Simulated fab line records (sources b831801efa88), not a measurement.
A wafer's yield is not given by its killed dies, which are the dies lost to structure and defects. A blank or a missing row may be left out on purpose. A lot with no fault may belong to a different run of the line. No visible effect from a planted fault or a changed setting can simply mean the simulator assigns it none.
Which tool is to blame? | flow gf180mcu | 12 lots with 36 wafers sampled at 6 steps, on a route of 602 steps

WHAT EACH GAUGE READ, for each wafer
GF_V3_OVL_MEAS_15.
lot  | measured     | on         | V3_OVL (nm)
L126 | day 22 13:50 | overlay-02 | 3 8 1
L127 | day 22 20:02 | overlay-01 | -3 0 -9
L128 | day 23 02:50 | overlay-01 | 5 3 3
L131 | day 24 09:41 | overlay-01 | 0 -5 -3
L133 | day 25 01:31 | overlay-01 | 2 -3 -3
L134 | day 25 09:10 | overlay-01 | 0 -1 -4
L135 | day 25 13:28 | overlay-01 | 1 -4 3
L137 | day 26 04:31 | overlay-02 | -6 -3 -5
L140 | day 27 04:34 | overlay-02 | 7 6 2
L146 | day 29 00:10 | overlay-01 | -2 2 6
L147 | day 29 05:34 | overlay-02 | -5 -11 -4
L148 | day 29 13:37 | overlay-02 | -1 -2 -3

GF_V3_RS_MEAS_24: the measuring method here is four-point-probe.
lot  | measured     | on            | V3_W_RS (ohm/sq)
L126 | day 22 14:46 | film-metro-01 | 0.323 0.321 0.321
L127 | day 22 20:58 | film-metro-01 | 0.326 0.327 0.324
L128 | day 23 03:52 | film-metro-03 | 0.332 0.327 0.334
L131 | day 24 10:36 | film-metro-02 | 0.320 0.320 0.320
L133 | day 25 02:26 | film-metro-03 | 0.324 0.329 0.327
L134 | day 25 10:07 | film-metro-01 | 0.326 0.324 0.319
L135 | day 25 14:23 | film-metro-03 | 0.324 0.320 0.324
L137 | day 26 05:28 | film-metro-03 | 0.320 0.315 0.318
L140 | day 27 05:31 | film-metro-02 | 0.323 0.325 0.326
L146 | day 29 01:05 | film-metro-01 | 0.325 0.328 0.328
L147 | day 29 06:29 | film-metro-03 | 0.322 0.323 0.322
L148 | day 29 14:35 | film-metro-02 | 0.320 0.327 0.322

GF_M4_RS_MEAS_05: the measuring method here is four-point-probe.
lot  | measured     | on            | M4_ALCU_RS (ohm/sq)
L126 | day 22 15:29 | film-metro-04 | 0.0707 0.0699 0.0698
L127 | day 22 21:41 | film-metro-03 | 0.0706 0.0705 0.0699
L128 | day 23 04:35 | film-metro-02 | 0.0691 0.0706 0.0700
L131 | day 24 11:18 | film-metro-04 | 0.0697 0.0686 0.0692
L133 | day 25 03:08 | film-metro-03 | 0.0698 0.0693 0.0703
L134 | day 25 10:49 | film-metro-03 | 0.0699 0.0704 0.0697
L135 | day 25 15:05 | film-metro-02 | 0.0694 0.0698 0.0694
L137 | day 26 06:10 | film-metro-02 | 0.0688 0.0695 0.0696
L140 | day 27 06:20 | film-metro-03 | 0.0702 0.0703 0.0616
L146 | day 29 01:47 | film-metro-03 | 0.0715 0.0716 0.0708
L147 | day 29 07:11 | film-metro-03 | 0.0698 0.0696 0.0693
L148 | day 29 15:17 | film-metro-02 | 0.0706 0.0712 0.0719

GF_M4_THK_MEAS_06: measures by xrf.
lot  | measured     | on            | M4_ALCU_THK (nm)
L126 | day 22 15:36 | film-metro-04 | 453 456 454
L127 | day 22 21:47 | film-metro-03 | 451 451 452
L128 | day 23 04:42 | film-metro-02 | 460 450 452
L131 | day 24 11:25 | film-metro-04 | 454 464 459
L133 | day 25 03:15 | film-metro-03 | 452 457 452
L134 | day 25 10:56 | film-metro-03 | 455 448 454
L135 | day 25 15:12 | film-metro-02 | 460 459 459
L137 | day 26 06:17 | film-metro-02 | 459 457 454
L140 | day 27 06:28 | film-metro-03 | 454 452 514
L146 | day 29 01:55 | film-metro-03 | 444 448 449
L147 | day 29 07:19 | film-metro-03 | 458 457 457
L148 | day 29 15:24 | film-metro-02 | 449 444 443

GF_M4_CD_MEAS_14: the cd target is 280 nm.
lot  | measured     | on        | cd-nm (nm)
L126 | day 23 13:55 | cd-sem-01 | 281.7 282.1 282.3
L127 | day 23 20:01 | cd-sem-01 | 281.6 281.6 281.8
L128 | day 24 02:54 | cd-sem-01 | 279.7 279.9 281.3
L131 | day 25 08:25 | cd-sem-02 | 278.6 280.1 280.0
L133 | day 26 00:42 | cd-sem-01 | 280.5 280.4 279.8
L134 | day 26 08:05 | cd-sem-01 | 281.2 282.8 282.9
L135 | day 26 12:09 | cd-sem-02 | 279.0 279.3 280.0
L137 | day 27 02:56 | cd-sem-01 | 278.8 279.4 277.4
L140 | day 28 02:27 | cd-sem-02 | 278.3 280.3 278.9
L146 | day 29 20:21 | cd-sem-02 | 282.3 281.0 281.3
L147 | day 30 01:48 | cd-sem-02 | 280.1 279.2 280.4
L148 | day 30 09:31 | cd-sem-01 | 281.0 281.2 280.9

WHAT TOOL EACH LOT RAN ON (gives the tool, then ch and the chambers of the sampled wafers, and finally the start)
lot  | GF_M4_SPUTTER_02
L126 | pvd-sputter-04, day 22 15:22
L127 | pvd-sputter-04, day 22 21:34
L128 | pvd-sputter-03, day 23 04:29
L131 | pvd-sputter-03, day 24 11:11
L133 | pvd-sputter-03, day 25 03:02
L134 | pvd-sputter-02, day 25 10:44
L135 | pvd-sputter-02, day 25 14:59
L137 | pvd-sputter-03, day 26 06:05
L140 | pvd-sputter-02, day 27 06:15
L146 | pvd-sputter-04, day 29 01:42
L147 | pvd-sputter-03, day 29 07:06
L148 | pvd-sputter-04, day 29 15:11
- GF_M4_SPUTTER_02: material AlCu, target thk 450 nm, time 23.9 s.

AS READ BY THE TOOLS THEMSELVES (means over the sampled wafers that have a number; for cases with no such wafer, the mark the record gives instead)
GF_M4_SPUTTER_02.
lot  | tool           | cathode-dc-power-W (W) | throttle-valve-pct (%)
L126 | pvd-sputter-04 | 10600                  | 29.3
L127 | pvd-sputter-04 | 10600                  | 30.5
L128 | pvd-sputter-03 | 10600                  | 30.0
L131 | pvd-sputter-03 | 10602                  | 30.0
L133 | pvd-sputter-03 | 10602                  | 30.1
L134 | pvd-sputter-02 | 10598                  | 30.7
L135 | pvd-sputter-02 | 10599                  | 30.7
L137 | pvd-sputter-03 | 10600                  | 30.1
L140 | pvd-sputter-02 | 11085                  | 30.7
L146 | pvd-sputter-04 | 10599                  | 30.2
L147 | pvd-sputter-03 | 10600                  | 30.1
L148 | pvd-sputter-04 | 10600                  | 30.5

THE ANSWER, worked out from the rows above alone
Rule: usual is defined by the lots themselves. The widest of any qualifying gaps counts: lots, ordered by their means at a reading, are off when they make up no more than a third of the lots, leave a main group of 4 or more, and stand apart from it by 3 or more times the standard deviation of that group's means. The tables above print the reading to a certain number of digits; a main group whose means all agree to those digits is not used. A lot without any number at a reading at which 4 lots or more have one is off too. Where the step has rows for the other lots, those lots are counted as sound. First the gauges in route order, then the tools' own readings, where a lot's mean is used as printed above. The first step at which some lot is off is used, and at that step the reading that is off furthest; a lot without a number counts as furthest.
Off: L140, at GF_M4_THK_MEAS_06 (M4_ALCU_THK). The main group has a mean of 454 nm with a standard deviation of 4.3.
A tool fits if, at a process step before that reading, it ran every lot that is off, and no sound lot after the first of them. The gauges at GF_M4_THK_MEAS_06 aren't tried: what is off there is off at GF_M4_SPUTTER_02 too, on other tools, and a gauge's error can't cause that. One candidate fits, namely pvd-sputter-02 at GF_M4_SPUTTER_02. Its last sound lot is L135 (day 25 14:59), its first lot that is off L140 (day 27 06:15): a fault that began between those two fits.
The tool's own readings at GF_M4_SPUTTER_02 bear it out: on the lots that are off they differ by more than 5 times the standard deviation of the sound lots' means. cathode-dc-power-W reads 11085 W there against 10600 W on the sound lots.

WHAT WAS PUT IN BY THE SIMULATOR
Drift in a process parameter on pvd-sputter-02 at GF_M4_SPUTTER_02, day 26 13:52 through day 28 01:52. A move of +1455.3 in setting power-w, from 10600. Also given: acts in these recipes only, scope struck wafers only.
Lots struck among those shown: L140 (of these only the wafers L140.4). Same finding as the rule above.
